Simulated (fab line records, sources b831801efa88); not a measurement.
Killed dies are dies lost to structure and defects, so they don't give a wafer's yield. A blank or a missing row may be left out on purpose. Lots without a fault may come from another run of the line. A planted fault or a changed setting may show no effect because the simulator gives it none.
A struck lot beside a sound one | flow sky130 | 17 steps out of a route of 708
Sound: wafers L722.1, L722.2, L722.5. Struck: wafer L733.1. (L733.2, L733.4 of the same lot were not struck and are left out.) The cause comes at the end.
At each step with rows: each side's tool, then ch and its chambers, then its first start. Under that, the readings that differ: sound wafers | struck wafers | difference of the means | sigmas: that difference in standard deviations of wafers without a fault.
alike: readings whose means differ by less than 2 such deviations, and words and numbers that are the same on both sides. not compared: withheld readings, readings that some wafer has no value for, bounds like >300 that may hide the same value, and numbers for which the record gives no deviation and whose values overlap.
The two part at a step that has a row with sigmas, a row that says differs or no value, or rows on one side only. Numbers that don't overlap but have no deviation are shown without sigmas and don't part them. A reading that every wafer of one side lacks parts them only if that side has two wafers or more.

first, 2 steps without rows for these wafers: SKY_LOCAL_INTERCONNECT_PEB_09; SKY_LOCAL_INTERCONNECT_DEVELOP_10 (develop time 60 s).
SKY_LOCAL_INTERCONNECT_CD_MEAS_11: target cd 170 nm.
  sound on cd_sem-01, day 30 05:28; struck on cd_sem-02, day 34 09:41
  alike: cd_nm
SKY_LOCAL_INTERCONNECT_OVL_MEAS_12:
  sound on overlay-01, day 30 05:35; struck on overlay-02, day 34 09:49
  alike: LOCAL_INTERCONNECT_OVL
SKY_LOCAL_INTERCONNECT_ETCH_13: etches BARC in N2/H2, stops on SiO2, time 45.9 s, target depth 60 nm.
  sound on rie_metal-02 ch 0,1, day 30 05:37; struck on rie_metal-01 ch 0, day 34 09:51
  alike: drypump_motor_current_A, oes_product_au, throttle_valve_pct
  not compared: rf_hours_counter_h
SKY_LOCAL_INTERCONNECT_METAL_ETCH_14: etches TiN in Cl2/BCl3, stops on PSG, target depth 110 nm, time 31.4 s.
  sound on rie_metal-02 ch 0,1, day 30 05:41; struck on rie_metal-01 ch 0, day 34 09:55
  reading                | sound                | struck | difference | sigmas
  throttle_valve_pct (%) | 21.915 21.887 21.900 | 21.924 | +0.023     | +2
  alike: drypump_motor_current_A, oes_product_au
  not compared: rf_hours_counter_h
SKY_LOCAL_INTERCONNECT_STRIP_15: strips in O2/N2.
  sound on plasma_asher-01 ch 0,1, day 30 05:44; struck on plasma_asher-02 ch 1, day 34 09:58
  alike: drypump_motor_current_A, oes_product_au, strip_time_to_endpoint_s
  not compared: rf_hours_counter_h
then, 3 steps without rows for these wafers: SKY_LOCAL_INTERCONNECT_STRIP_16 (strips in post etch residue remover, time 1200 s); SKY_LOCAL_INTERCONNECT_CLEAN_17 (cleans in IPA, time 180 s); SKY_LOCAL_INTERCONNECT_CLEAN_18 (cleans in O3/DIW).
SKY_CONTACT_CVD_00: deposits Si3N4, target thk 75 nm.
  sound on pecvd-01 ch 0,1,2, day 30 06:22; struck on pecvd-01 ch 1, day 34 10:34
  alike: heater_power_w
SKY_CONTACT_THK_MEAS_01:
  sound on film_metro-02, day 30 06:24; struck on film_metro-02, day 34 10:35
  alike: CONTACT_CVD_00_THK
SKY_CONTACT_HDPCVD_02: deposits SiO2, target thk 565 nm, time 94.2 s.
  sound on hdpcvd-01 ch 0,1,2, day 30 06:28; struck on hdpcvd-02 ch 0, day 34 10:39
  reading                                     | sound             | struck | difference | sigmas
  sih4_flow_sccm (sccm)                       | 59.77 60.19 60.11 | 71.96  | +11.94     | +70
  model.SiO2_of_CONTACT_HDPCVD_02.thk_nm (nm) | 573.8 567.1 570.7 | 682.7  | +112.2     |
SKY_CONTACT_THK_MEAS_03:
  sound on film_metro-02, day 30 06:32; struck on film_metro-01, day 34 10:43
  reading                 | sound       | struck | difference | sigmas
  CONTACT_HDPCVD_THK (nm) | 573 567 570 | 682    | +112       | +20
SKY_CONTACT_CMP_04: polishes SiO2.
  sound on cmp-02 ch 0,3, day 30 06:35; struck on cmp-02 ch 3, day 34 10:47
  reading                | sound    | struck | difference | sigmas
  time_to_endpoint_s (s) | 79 82 78 | 126    | +46        | +14
  alike: motor_current_A
SKY_CONTACT_BOW_MEAS_05:
  sound on film_metro-02, day 30 06:53; struck on film_metro-01, day 34 11:05
  alike: CONTACT_BOW
-- the record jumps here: 14 days lie between the struck wafers' starts before and after (it left off in module CONTACT and takes up again in module PAD_OPEN, whose first step shown is number 708 of the route) --
SKY_PAD_OPEN_PROBE_99:
  sound on prober-02, day 45 16:02; struck on prober-02, day 48 17:47
  reading             | sound    | struck | difference | sigmas
  killed_at_front_end | 21 14 18 | 8      | -10        | -2
  alike: killed_at_M0_to_M3, killed_at_M4_up, killed_at_contacts, killed_at_other, killed_dies, killed_open, killed_short

WHERE THEY PART
First at SKY_LOCAL_INTERCONNECT_METAL_ETCH_14; last, within this record, at SKY_PAD_OPEN_PROBE_99.

WHY: what the simulator had put in
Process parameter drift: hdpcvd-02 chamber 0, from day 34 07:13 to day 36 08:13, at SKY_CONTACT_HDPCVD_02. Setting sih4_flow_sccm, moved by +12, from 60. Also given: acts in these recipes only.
